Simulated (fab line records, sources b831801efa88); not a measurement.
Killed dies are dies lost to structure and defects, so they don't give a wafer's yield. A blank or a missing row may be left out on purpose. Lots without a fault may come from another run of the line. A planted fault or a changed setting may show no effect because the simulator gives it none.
Chamber matching | flow sky130 | SKY_VIA3_ETCH_15 on rie_diel-04: 4 sister chambers
The step etches SiO2 in C4F8/O2/Ar, stops on TiN, target depth 507 nm, time 75.38 s. 15 wafers are shown with their chamber, then 7 later ones without.

WAFERS WITH THEIR CHAMBER
wafer  | chamber | chamber_pressure_mTorr (mTorr) | oes_product_au (a.u.)
L916.4 | 0       | 39.94                          | 0.960
L916.5 | 3       | 39.99                          | 0.966
L916.6 | 0       | 40.03                          | 0.963
L917.3 | 0       | 40.02                          | 0.967
L917.5 | 2       | 39.99                          | 0.973
L917.6 | 3       | 40.02                          | 0.967
L920.2 | 3       | 40.03                          | 0.962
L920.6 | 3       | 39.94                          | 0.961
L921.3 | 1       | 40.06                          | 0.960
L921.4 | 2       | 39.99                          | 0.970
L930.1 | 1       | 40.02                          | 0.965
L930.2 | 3       | 40.03                          | 0.963
L930.4 | 0       | 40.03                          | 0.967
L934.1 | 0       | 39.93                          | 0.967
L934.2 | 2       | 40.01                          | 0.959

SIGNATURES (means of the wafers above)
reading                | chamber 0 | chamber 1 | chamber 2 | chamber 3 | scatter within a chamber
chamber_pressure_mTorr | 39.9900   | 40.0400   | 39.9967   | 40.0020   | 0.0395
oes_product_au         | 0.96480   | 0.96250   | 0.96733   | 0.96380   | 0.00414
Rule: a wafer's distance from a chamber is the root of the sum, over the readings, of the square of ((its reading less the chamber's mean) divided by the reading's scatter). The wafer belongs to the nearest chamber; if the next one is less than 2 further off, it can't be placed. The scatter: the root of (the sum of the squares of (reading less its chamber's mean) over the shown wafers, divided by (wafers less chambers)).

WAFERS WITHOUT THEIR CHAMBER
wafer  | chamber_pressure_mTorr (mTorr) | oes_product_au (a.u.)
L934.5 | 40.00                          | 0.966
L936.1 | 40.02                          | 0.966
L936.3 | 40.04                          | 0.962
L936.4 | 39.98                          | 0.967
L937.1 | 40.00                          | 0.974
L937.2 | 39.96                          | 0.972
L937.5 | 40.07                          | 0.966

WHICH CHAMBER EACH WENT THROUGH
wafer  | from the rows above               | in truth
L934.5 | can't be placed: 2 or 0 or 3 or 1 | 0
L936.1 | can't be placed: 2 or 3 or 0 or 1 | 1
L936.3 | can't be placed: 1 or 3 or 0 or 2 | 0
L936.4 | can't be placed: 2 or 0 or 3 or 1 | 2
L937.1 | can't be placed: 2 or 0 or 3 or 1 | 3
L937.2 | can't be placed: 2 or 0 or 3 or 1 | 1
L937.5 | can't be placed: 1 or 3 or 2 or 0 | 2
Placed correctly: 0 of 7. Can't be placed from these rows: 7 (the true chamber is among the candidates in 7). Placed wrongly: 0.
